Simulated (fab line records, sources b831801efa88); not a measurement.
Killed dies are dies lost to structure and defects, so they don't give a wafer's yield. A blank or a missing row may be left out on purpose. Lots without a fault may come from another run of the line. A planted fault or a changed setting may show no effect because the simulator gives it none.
Which tool did it? | flow sfq_line | 14 lots, 42 wafers sampled, at 5 steps of a route of 325

WHAT THE GAUGES READ, wafer by wafer
The record holds no reading of a measuring or inspecting step that can be judged against a usual standard deviation.

WHICH TOOL RAN EACH LOT (tool, then ch and the chambers of the sampled wafers, then the start)
lot  | SFQ_TRILAYER_R5_STRIP_STRIP_140   | SFQ_TRILAYER_A5C_DEP_PECVD_142  | SFQ_TRILAYER_C5_ETCH_VIA_ETCH_154  | SFQ_TRILAYER_M6_DEP_SPUTTER_157 | SFQ_TRILAYER_I7_METRO_MEASURE_185
L368 | rie_metal-04 ch 0,1, day 55 01:59 | pecvd-01 ch 1,2, day 55 02:45   | rie_diel-04 ch 0,3, day 60 18:31   | pvd_sputter-03, day 60 19:22    | film_metro-03, day 71 06:23
L369 | rie_metal-04 ch 0,1, day 55 12:47 | pecvd-04 ch 0,2, day 55 13:33   | rie_diel-04 ch 0,2,3, day 61 09:46 | pvd_sputter-05, day 61 10:37    | film_metro-03, day 71 14:39
L371 | rie_metal-01 ch 0,1, day 56 05:35 | pecvd-01 ch 1,2, day 56 06:21   | rie_diel-02 ch 0,2, day 61 17:05   | pvd_sputter-03, day 61 17:56    | film_metro-02, day 71 18:35
L372 | rie_metal-02 ch 0,1, day 56 08:11 | pecvd-04 ch 1,2, day 56 08:45   | rie_diel-02 ch 2,3, day 61 21:53   | pvd_sputter-03, day 61 22:44    | film_metro-04, day 71 20:51
L373 | rie_metal-01 ch 0, day 56 15:18   | pecvd-01 ch 0,1, day 56 16:40   | rie_diel-04 ch 0,1,3, day 62 02:41 | pvd_sputter-03, day 62 03:34    | film_metro-04, day 72 02:27
L374 | rie_metal-02 ch 0,1, day 57 12:47 | pecvd-02 ch 0,1,2, day 57 13:33 | rie_diel-02 ch 1,2, day 62 18:17   | pvd_sputter-04, day 62 19:08    | film_metro-04, day 72 09:49
L375 | rie_metal-04 ch 0,1, day 58 13:44 | pecvd-02 ch 0,1, day 58 14:20   | rie_diel-02 ch 2,3, day 63 13:29   | pvd_sputter-05, day 63 14:22    | film_metro-02, day 76 20:31
L376 | rie_metal-01 ch 0,1, day 58 21:56 | pecvd-02 ch 0,2, day 58 22:43   | rie_diel-04 ch 0,2,3, day 63 23:00 | pvd_sputter-05, day 63 23:52    | film_metro-02, day 77 09:31
L380 | rie_metal-04 ch 0,1, day 60 06:20 | pecvd-02 ch 0,1,2, day 60 07:07 | rie_diel-02 ch 0,2,3, day 65 09:19 | pvd_sputter-05, day 65 10:10    | film_metro-03, day 78 07:25
L383 | rie_metal-02 ch 0,1, day 62 14:25 | pecvd-01 ch 0,1,2, day 62 15:11 | rie_diel-02 ch 0,1,2, day 67 08:08 | pvd_sputter-04, day 67 09:00    | film_metro-04, day 79 20:43
L384 | rie_metal-01 ch 0,1, day 62 20:37 | pecvd-01 ch 0,1,2, day 62 21:11 | rie_diel-01 ch 0,3, day 67 21:20   | pvd_sputter-04, day 67 22:11    | film_metro-03, day 80 06:44
L386 | rie_metal-04 ch 0,1, day 64 04:49 | pecvd-02 ch 0,2, day 64 05:35   | rie_diel-01 ch 0,2,3, day 73 10:26 | pvd_sputter-05, day 73 11:17    | film_metro-03, day 81 11:53
L387 | rie_metal-02 ch 0,1, day 64 09:44 | pecvd-01 ch 0,1, day 64 10:31   | rie_diel-04 ch 0,1,3, day 73 12:50 | pvd_sputter-04, day 73 13:41    | film_metro-02, day 81 13:07
L389 | rie_metal-04 ch 0,1, day 64 22:56 | pecvd-02 ch 0,1, day 64 23:44   | rie_diel-02 ch 1,2,3, day 73 20:02 | pvd_sputter-04, day 73 20:53    | film_metro-02, day 81 17:53
- SFQ_TRILAYER_R5_STRIP_STRIP_140: strips in O2.
- SFQ_TRILAYER_A5C_DEP_PECVD_142: deposits SiO2 from SiH4/N2O, time 15.556 s, target thk 70 nm.
- SFQ_TRILAYER_C5_ETCH_VIA_ETCH_154: etches SiO2 in CHF3, stops on Nb, target depth 84 nm.
- SFQ_TRILAYER_M6_DEP_SPUTTER_157: material Nb, target thk 200 nm, time 133.3 s.
- SFQ_TRILAYER_I7_METRO_MEASURE_185

WHAT THE TOOLS THEMSELVES READ (means of the sampled wafers that have a number; where no wafer has one, the mark that the record gives instead)
SFQ_TRILAYER_R5_STRIP_STRIP_140. Usual: drypump_motor_current_A 5.6 A, standard deviation 0.45; oes_product_au 0.999 a.u., standard deviation 0.0089.
lot  | tool         | drypump_motor_current_A (A) | oes_product_au (a.u.) | flag
L368 | rie_metal-04 | 5.9                         | 1.003                 |
L369 | rie_metal-04 | 5.8                         | 1.003                 |
L371 | rie_metal-01 | 5.6                         | 1.003                 |
L372 | rie_metal-02 | 4.9                         | 0.986                 |
L373 | rie_metal-01 | 5.9                         | 1.001                 |
L374 | rie_metal-02 | 4.9                         | 0.994                 |
L375 | rie_metal-04 | 5.9                         | 1.008                 |
L376 | rie_metal-01 | 5.8                         | 0.991                 |
L380 | rie_metal-04 | 5.8                         | 1.004                 |
L383 | rie_metal-02 | 4.9                         | 0.988                 |
L384 | rie_metal-01 | 5.6                         | 0.990                 |
L386 | rie_metal-04 | 6.0                         | 1.001                 |
L387 | rie_metal-02 | 5.2                         | 0.989                 |
L389 | rie_metal-04 | 6.0                         | 1.003                 |

SFQ_TRILAYER_A5C_DEP_PECVD_142. Usual: heater_power_w 89 W, standard deviation 19; showerhead_vpp_V 828 V, standard deviation 37; throttle_valve_pct 24.2 %, standard deviation 1.1.
lot  | tool     | heater_power_w (W) | showerhead_vpp_V (V) | throttle_valve_pct (%) | flag
L368 | pecvd-01 | 85                 | 804                  | 23.7                   |
L369 | pecvd-04 | 82                 | 825                  | 23.7                   |
L371 | pecvd-01 | 91                 | 803                  | 23.8                   |
L372 | pecvd-04 | 93                 | 828                  | 25.5                   |
L373 | pecvd-01 | 77                 | 794                  | 24.5                   |
L374 | pecvd-02 | 116                | 863                  | 23.1                   |
L375 | pecvd-02 | 126                | 861                  | 23.5                   |
L376 | pecvd-02 | 108                | 857                  | 22.8                   |
L380 | pecvd-02 | 112                | 860                  | 23.3                   |
L383 | pecvd-01 | 81                 | 796                  | 24.3                   |
L384 | pecvd-01 | 80                 | 799                  | 24.2                   |
L386 | pecvd-02 | 119                | 869                  | 23.4                   |
L387 | pecvd-01 | 71                 | 803                  | 25.0                   |
L389 | pecvd-02 | 111                | 868                  | 24.0                   |

SFQ_TRILAYER_C5_ETCH_VIA_ETCH_154. Usual: drypump_motor_current_A 5.6 A, standard deviation 0.33; oes_product_au 0.895 a.u., standard deviation 0.0082.
lot  | tool        | drypump_motor_current_A (A) | oes_product_au (a.u.) | flag
L368 | rie_diel-04 | 5.7                         | 0.895                 |
L369 | rie_diel-04 | 5.8                         | 0.889                 |
L371 | rie_diel-02 | 5.3                         | 0.896                 |
L372 | rie_diel-02 | 5.3                         | 0.890                 |
L373 | rie_diel-04 | 5.6                         | 0.894                 |
L374 | rie_diel-02 | 5.2                         | 0.894                 |
L375 | rie_diel-02 | 5.3                         | 0.890                 |
L376 | rie_diel-04 | 5.8                         | 0.863                 | OFF
L380 | rie_diel-02 | 5.3                         | 0.868                 | OFF
L383 | rie_diel-02 | 5.4                         | 0.888                 |
L384 | rie_diel-01 | 6.0                         | 0.903                 |
L386 | rie_diel-01 | 5.9                         | 0.896                 |
L387 | rie_diel-04 | 5.6                         | 0.894                 |
L389 | rie_diel-02 | 5.4                         | 0.897                 |

SFQ_TRILAYER_M6_DEP_SPUTTER_157. Usual: chamber_pressure_pa 0.13332 Pa, standard deviation 0.00026; throttle_valve_pct 30.6 %, standard deviation 0.99.
lot  | tool           | chamber_pressure_pa (Pa) | throttle_valve_pct (%) | flag
L368 | pvd_sputter-03 | 0.13351                  | 30.5                   |
L369 | pvd_sputter-05 | 0.13327                  | 29.8                   |
L371 | pvd_sputter-03 | 0.13329                  | 30.7                   |
L372 | pvd_sputter-03 | 0.13318                  | 30.5                   |
L373 | pvd_sputter-03 | 0.13300                  | 30.0                   |
L374 | pvd_sputter-04 | 0.13305                  | 31.1                   |
L375 | pvd_sputter-05 | 0.13330                  | 30.2                   |
L376 | pvd_sputter-05 | 0.13328                  | 31.0                   |
L380 | pvd_sputter-05 | 0.13333                  | 30.5                   |
L383 | pvd_sputter-04 | 0.13338                  | 30.3                   |
L384 | pvd_sputter-04 | 0.13314                  | 30.1                   |
L386 | pvd_sputter-05 | 0.13350                  | 30.9                   |
L387 | pvd_sputter-04 | 0.13338                  | 30.1                   |
L389 | pvd_sputter-04 | 0.13336                  | 30.6                   |

SFQ_TRILAYER_I7_METRO_MEASURE_185. Usual: thk_nm 200.0 nm, standard deviation 1.2.
lot  | tool          | thk_nm (nm) | flag
L368 | film_metro-03 | 200.0       |
L369 | film_metro-03 | 198.9       |
L371 | film_metro-02 | 200.2       |
L372 | film_metro-04 | 198.7       |
L373 | film_metro-04 | 199.6       |
L374 | film_metro-04 | 198.7       |
L375 | film_metro-02 | 200.0       |
L376 | film_metro-02 | 200.6       |
L380 | film_metro-03 | 200.0       |
L383 | film_metro-04 | 200.6       |
L384 | film_metro-03 | 199.7       |
L386 | film_metro-03 | 201.0       |
L387 | film_metro-02 | 202.0       |
L389 | film_metro-02 | 202.0       |

THE ANSWER, worked out from the rows above alone
Rule: a lot is off if the mean of its wafers that have a number lies more than 3 standard deviations from the usual mean. A lot without any number at a reading at which 4 lots or more have one is off too. The other lots that the step has rows for count as sound. The gauges are gone through in route order, then the tools' own readings, and for those a lot's mean is taken as printed above. The first step at which some lot is off is used, and at that step the reading that is off furthest; a lot without a number counts as furthest.
Off: L376, L380, at SFQ_TRILAYER_C5_ETCH_VIA_ETCH_154 (oes_product_au).
A tool fits if, at that step or a process step before it, it ran every lot that is off, and no sound lot after the first of them. None of those tried fits.

WHAT THE SIMULATOR HAD PUT IN
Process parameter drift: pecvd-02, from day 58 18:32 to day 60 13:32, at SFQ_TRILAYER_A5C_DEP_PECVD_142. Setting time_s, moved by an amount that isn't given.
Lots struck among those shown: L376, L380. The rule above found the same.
